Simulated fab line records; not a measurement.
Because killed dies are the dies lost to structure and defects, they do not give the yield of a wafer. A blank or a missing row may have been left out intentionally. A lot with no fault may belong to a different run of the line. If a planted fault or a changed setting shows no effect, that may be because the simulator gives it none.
Matching of chambers ; flow sky130 ; SKY_POLY_GATE_ETCH_17 on rieSi-01 has 4 sister chambers
The step etches poly-Si in HBr/Cl2, stops on SiO2, target depth 180 nm, time 70.5 s. 8 wafers are shown with their chamber, then 12 later ones without.

## WAFERS PAIRED WITH THEIR CHAMBERS
wafer;chamber;drypumpMotorCurrentA (A);throttleValvePct (%)
L081.2;1;5.7;33.688
L083.2;0;5.1;33.678
L085.1;1;5.7;33.688
L087.1;3;6.0;33.714
L087.2;0;5.1;33.668
L089.1;2;5.3;33.682
L089.4;2;5.4;33.682
L089.5;3;6.0;33.677

## WAFERS WITH NO CHAMBER GIVEN
wafer;drypumpMotorCurrentA (A);throttleValvePct (%)
L091.2;5.4;33.695
L091.3;6.0;33.696
L091.5;5.7;33.699
L093.2;5.7;33.673
L093.5;6.0;33.692
L093.6;5.7;33.673
L095.2;5.1;33.684
L095.3;5.7;33.675
L095.4;5.9;33.696
L096.2;5.3;33.682
L096.4;6.0;33.692
L096.6;5.1;33.685

## WHICH CHAMBER EACH ONE RAN IN
wafer;from the rows above;in truth
L091.2;2;2
L091.3;3;3
L091.5;1;1
L093.2;1;1
L093.5;3;3
L093.6;1;1
L095.2;0;0
L095.3;1;1
L095.4;3;3
L096.2;2;2
L096.4;3;3
L096.6;0;0
Correctly placed: 12 of 12. From these rows, 0 cannot be placed. Number placed wrongly: 0.
How it was worked out, from the rows above alone: a wafer's distance from a chamber is the root of the sum, over the readings, of the square of ((its reading less the chamber's mean) divided by the reading's scatter). If the next closest chamber is less than 2 further off than the closest, the wafer can't be placed; otherwise it belongs to the closest. Each chamber's mean is taken over the wafers shown for it. The scatter: the root of (the sum of the squares of (reading less its chamber's mean) over the shown wafers, divided by (wafers less chambers)).
